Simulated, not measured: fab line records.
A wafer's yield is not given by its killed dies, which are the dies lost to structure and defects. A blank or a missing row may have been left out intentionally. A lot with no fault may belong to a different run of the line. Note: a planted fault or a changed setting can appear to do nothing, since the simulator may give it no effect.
Matching of chambers | flow sky130 | 4 sister chambers for SKY_METAL3_ETCH_17 on rie_diel-04
The step etches SiO2 in C4F8/O2/Ar, stops on TiN, time 3.9 s, target depth 15 nm. 4 wafers are shown with their chamber, then 10 later ones without.

## WAFERS, EACH WITH ITS CHAMBER
wafer  | chamber | oes_product_au (a.u.)
L084.4 | 3       | 0.752
L084.6 | 1       | 0.759
L088.3 | 2       | 0.762
L088.5 | 0       | 0.758

## WAFERS WHOSE CHAMBER IS MISSING
wafer  | oes_product_au (a.u.)
L088.6 | 0.759
L091.2 | 0.749
L091.3 | 0.756
L091.5 | 0.758
L092.1 | 0.763
L092.2 | 0.747
L092.6 | 0.754
L097.3 | 0.757
L097.4 | 0.765
L097.5 | 0.771

## WHICH CHAMBER EACH ONE RAN IN
wafer  | from the rows above               | in truth
L088.6 | can't be placed: 1 or 0 or 2 or 3 | 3
L091.2 | can't be placed: 3 or 0 or 1      | 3
L091.3 | can't be placed: 0 or 1 or 3 or 2 | 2
L091.5 | can't be placed: 0 or 1 or 2 or 3 | 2
L092.1 | can't be placed: 2 or 1 or 0      | 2
L092.2 | can't be placed: 3 or 0 or 1      | 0
L092.6 | can't be placed: 3 or 0 or 1 or 2 | 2
L097.3 | can't be placed: 0 or 1 or 2 or 3 | 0
L097.4 | can't be placed: 2 or 1 or 0      | 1
L097.5 | can't be placed: 2 or 1 or 0      | 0
Correctly placed: 0 of 10. Cannot be placed on the basis of these rows: 10; the candidates contain the true chamber in 10. 0 placed wrongly.
How it was worked out, from the rows above alone: a wafer's distance from a chamber is the root of the sum, over the readings, of the square of ((its reading less the chamber's mean) divided by the reading's scatter). If the next closest chamber is less than 2 further off than the closest, the wafer can't be placed; otherwise it belongs to the closest. A chamber's mean is the mean of its shown wafers. The scatter (one wafer shown for each chamber): square how far every hidden wafer sits from the nearest shown wafer, average those squares and take the square root.
